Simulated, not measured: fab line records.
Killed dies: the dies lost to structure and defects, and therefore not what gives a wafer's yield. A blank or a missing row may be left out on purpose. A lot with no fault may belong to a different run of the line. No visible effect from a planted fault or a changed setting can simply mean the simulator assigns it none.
A lot that was struck, set against a sound lot    flow sky130    15 steps out of a route of 708
Sound: wafers L535.2, L535.4, L535.6. Struck: wafers L537.1, L537.5, L537.6. The cause is named last.
At each step with rows: each side's tool, then ch and its chambers, then its first start. Under that, the readings that differ: sound wafers    struck wafers    difference of the means    sigmas: that difference in standard deviations of wafers without a fault.
alike: readings with means less than 2 such deviations apart, plus words and numbers identical on both sides. not compared: withheld readings, readings lacking a value on some wafer, bounds such as >300 that could conceal the same value, and numbers that have no deviation in the record and whose values overlap.
A row with sigmas, a row that says differs or no value, or rows on one side alone: a step with any of these is where the two part. When numbers do not overlap yet have no deviation, they are printed without sigmas and do not part them. A reading missing from all wafers of one side parts the sides only when that side holds two or more wafers.

SKY_CONTACT_ETCH_17: etches SiO2 in C4F8/O2/Ar, stops on Si3N4, target depth 340 nm.
  sound on rie_diel-02 ch 1,2, day 32 08:24; struck on rie_diel-04 ch 1,3, day 33 02:59
  alike: oes_product_au
SKY_CONTACT_ETCH_18: etches Si3N4 in CHF3/O2, stops on TiN, time 39 s, target depth 75 nm.
  sound: rie_diel-02 ch 1,2; struck: rie_diel-04 ch 1,3
  alike: drypump_motor_current_A, oes_product_au, throttle_valve_pct
  not compared: rf_hours_counter_h
SKY_CONTACT_STRIP_19: strips in O2/N2.
  sound on plasma_asher-01 ch 0,1, day 32 08:29; struck on plasma_asher-02 ch 0,1, day 33 03:07
  alike: drypump_motor_current_A, oes_product_au, strip_time_to_endpoint_s
  not compared: rf_hours_counter_h
then, 3 steps without rows for these wafers: SKY_CONTACT_STRIP_20 (strips in post etch residue remover, time 1200 s); SKY_CONTACT_CLEAN_21 (cleans in IPA, time 180 s); SKY_CONTACT_CLEAN_22 (cleans in O3/DIW).
SKY_CONTACT_SPUTTER_23: material TiN, target thk 20 nm, time 80 s.
  sound: pvd_sputter-02 at day 32 09:05; struck: pvd_sputter-02 at day 33 03:48
  alike: throttle_valve_pct
then, 1 step without rows for these wafers: SKY_CONTACT_CVD_24 (deposits W, target thk 340 nm, time 102.12 s).
SKY_CONTACT_RS_MEAS_25: a four-point-probe measurement.
  sound: film_metro-02 at day 32 09:17; struck: film_metro-02 at day 33 03:58
  alike: CONTACT_W_RS
SKY_CONTACT_THK_MEAS_26: measures by xrf.
  sound: film_metro-02 at day 32 09:23; struck: film_metro-02 at day 33 04:05
  alike: CONTACT_W_THK
then, 1 step without rows for these wafers: SKY_CONTACT_CMP_27 (polishes, stops on SiO2, t overpolish 15 s, target thk 0 nm).
SKY_METAL1_SPUTTER_00: material Ti, target thk 15 nm, time 10 s.
  sound: pvd_sputter-01 at day 32 09:44; struck: pvd_sputter-01 at day 33 04:27
  alike: throttle_valve_pct
SKY_METAL1_SPUTTER_01: material TiN, target thk 20 nm, time 16.7 s.
  sound: pvd_sputter-01 at day 32 09:46; struck: pvd_sputter-01 at day 33 04:28
reading                                     sound              struck             difference  sigmas
model.TiN_of_METAL1_SPUTTER_01.thk_nm (nm)  19.67 19.89 19.77  15.11 15.31 14.96  -4.65       
  alike: throttle_valve_pct
then, 1 step without rows for these wafers: SKY_METAL1_SPUTTER_02 (material AlCu, target thk 250 nm, time 13.3 s).
SKY_PAD_OPEN_PROBE_99:
  rows exist in the record for the sound wafers here (prober-01, day 46 10:52), none for the struck ones

WHERE THEY PART
Only at SKY_PAD_OPEN_PROBE_99, as far as this record shows.

WHY: the cause the simulator had injected
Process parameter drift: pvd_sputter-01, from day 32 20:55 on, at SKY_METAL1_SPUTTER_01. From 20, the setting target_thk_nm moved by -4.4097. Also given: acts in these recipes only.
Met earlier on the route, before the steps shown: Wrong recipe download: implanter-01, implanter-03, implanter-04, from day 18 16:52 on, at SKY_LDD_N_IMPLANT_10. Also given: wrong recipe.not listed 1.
